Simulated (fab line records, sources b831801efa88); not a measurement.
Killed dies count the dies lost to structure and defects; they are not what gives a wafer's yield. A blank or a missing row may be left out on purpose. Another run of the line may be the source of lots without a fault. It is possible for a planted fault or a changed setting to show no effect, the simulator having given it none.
A lot that was struck, set against a sound lot :: flow sky130 :: 17 steps out of a route of 708
Sound: wafers L233.2, L233.3, L233.5. The struck wafers were L239.3, L239.4, L239.5. The cause is named last.
Per side, at each step with rows, come the tool, then ch with its chambers, and then its first start. Under that, the readings that differ: sound wafers :: struck wafers :: difference of the means :: sigmas: that difference in standard deviations of wafers without a fault.
alike: readings whose means differ by less than 2 such deviations, and words and numbers that are the same on both sides. not compared: withheld readings, readings that some wafer has no value for, bounds like >300 that may hide the same value, and numbers for which the record gives no deviation and whose values overlap.
Wherever a step has rows on one side only, a row that says differs or no value, or a row with sigmas, the two part there. Numbers that don't overlap but have no deviation are shown without sigmas and don't part them. Lack of a reading on every wafer of one side parts them only where that side has two or more wafers.

SKY_VT_ADJUST_LVTN_OVL_MEAS_07:
  sound: overlay-01 at day 8 10:35; struck: overlay-02 at day 10 02:20
  alike: VT_ADJUST_LVTN_OVL
following that, these wafers have no rows for 1 step: SKY_VT_ADJUST_LVTN_IMPLANT_08.
SKY_VT_ADJUST_LVTN_STRIP_09: strips in O2/N2.
  sound on plasma asher-02 ch 0,1, day 8 10:46; struck on plasma asher-04 ch 0,1, day 10 02:32
reading: strip time to endpoint s (s)
sound: 36.72 36.73 36.81
struck: 36.87 37.06 36.93
difference: +0.20
sigmas: +2
  alike: drypump motor current A, oes product au
  not compared: rf hours counter h
SKY_VT_ADJUST_LVTN_TW_MEAS_10:
  sound: film metro-04 at day 8 10:52; struck: film metro-03 at day 10 02:37
reading: VT_ADJUST_LVTN_TW
sound: 243.0 242.8 242.0
struck: 239.4 237.9 238.5
difference: -4.0
sigmas: -3
then, 7 steps without rows for these wafers: SKY_VT_ADJUST_LVTN_DEHYDRATE_11 (time 60 s); SKY_VT_ADJUST_LVTN_HMDS_12 (prime time 60 s); SKY_VT_ADJUST_LVTN_COAT_13 (resist thk 1140 nm); SKY_VT_ADJUST_LVTN_SOFTBAKE_14 (time 60 s); SKY_VT_ADJUST_LVTN_EXPOSE_15 (exposes mask HVN STD DERIVED, target cd 600 nm); SKY_VT_ADJUST_LVTN_PEB_16; SKY_VT_ADJUST_LVTN_DEVELOP_17 (develop time 60 s).
SKY_VT_ADJUST_LVTN_OVL_MEAS_18:
  sound: overlay-01 at day 9 06:50; struck: overlay-01 at day 11 00:11
reading: VT_ADJUST_LVTN_01_OVL (nm)
sound: 3.2 2.4 2.8
struck: -1.0 -0.2 -1.1
difference: -3.6
sigmas: -3
SKY_VT_ADJUST_LVTN_IMPLANT_19:
  sound on implanter-01 ch 0, day 9 06:53; struck on implanter-04 ch 0, day 11 00:16
reading: dose ions cm2
sound: 6.502e+11 6.501e+11 6.507e+11
struck: 9.557e+11 9.573e+11 9.574e+11
difference: +3.065e+11
sigmas: +99 or more

reading: faraday current uA
sound: 3.78 3.66 3.53
struck: 5.57 5.45 5.43
difference: +1.83
sigmas: +22
  alike: end station pressure torr
SKY_VT_ADJUST_LVTN_STRIP_20: strips in O2/N2.
  sound on plasma asher-03 ch 1, day 9 07:01; struck on plasma asher-02 ch 0,1, day 11 00:23
reading: drypump motor current A (A)
sound: 5.0 5.0 5.0
struck: 6.1 5.5 6.1
difference: +0.9
sigmas: +2

reading: strip time to endpoint s (s)
sound: 14.23 14.20 14.20
struck: 14.14 14.08 14.12
difference: -0.10
sigmas: -3
  alike: oes product au
  not compared: rf hours counter h
SKY_VT_ADJUST_LVTN_TW_MEAS_21:
  sound: film metro-02 at day 9 07:07; struck: film metro-04 at day 11 00:29
reading: VT_ADJUST_LVTN_2_TW
sound: 187.0 187.7 187.6
struck: 208.7 209.5 208.9
difference: +21.6
sigmas: +22
then, 1 step without rows for these wafers: SKY_VT_ADJUST_NCORE_DEHYDRATE_00 (time 60 s).
-- record jumps: 37 days separate the struck wafers' starts on either side; left off in module VT_ADJUST_NCORE, taken up again in module PAD_OPEN, whose first shown step is the route's number 708 --
SKY_PAD_OPEN_PROBE_99:
  sound: prober-02 at day 47 00:10; struck: prober-02 at day 48 09:34
reading: killed_at_M4_up
sound: 2 1 2
struck: 12 3 3
difference: +4
sigmas: +2

reading: model.etest.res pwell under gate.rs ohm sq
sound: 2293 2296 2279
struck: 2237 2223 2236
difference: -57
sigmas: 

reading: model.etest.tip_n_5v.rs ohm sq
sound: 1375 1376 1373
struck: 1442 1435 1436
difference: +63
sigmas: 

reading: model.etest.nfet_16v.drive ua um
sound: 226.6 223.2 223.6
struck: 210.2 206.8 211.7
difference: -14.9
sigmas: 

reading: model.etest.nfet g5v0d10v5.body rise v (V)
sound: 0.6734 0.6783 0.6801
struck: 0.73 0.7345 0.7229
difference: +0.05
sigmas: 

reading: model.etest.nfet_16v.body rise v (V)
sound: 0.6643 0.67 0.6726
struck: 0.7189 0.7238 0.7127
difference: +0.0495
sigmas: 

reading: model.etest.nfet g5v0d10v5.vt sat v (V)
sound: 0.7676 0.7643 0.7743
struck: 0.8105 0.8161 0.814
difference: +0.0448
sigmas: 

reading: model.etest.nfet g5v0d10v5.vt v (V)
sound: 0.8238 0.8219 0.8337
struck: 0.8622 0.8678 0.862
difference: +0.0375
sigmas: 

reading: model.etest.nfet_16v.vt v (V)
sound: 0.7669 0.77 0.775
struck: 0.8149 0.8084 0.801
difference: +0.0375
sigmas: 
  alike: killed_at_M0_to_M3, killed at contacts, killed at front end, killed at other, killed dies, killed on rim, killed open, killed short

WHERE THEY PART
First at SKY_VT_ADJUST_LVTN_STRIP_09; last, within this record, at SKY_PAD_OPEN_PROBE_99.

WHY: whatever the simulator had introduced
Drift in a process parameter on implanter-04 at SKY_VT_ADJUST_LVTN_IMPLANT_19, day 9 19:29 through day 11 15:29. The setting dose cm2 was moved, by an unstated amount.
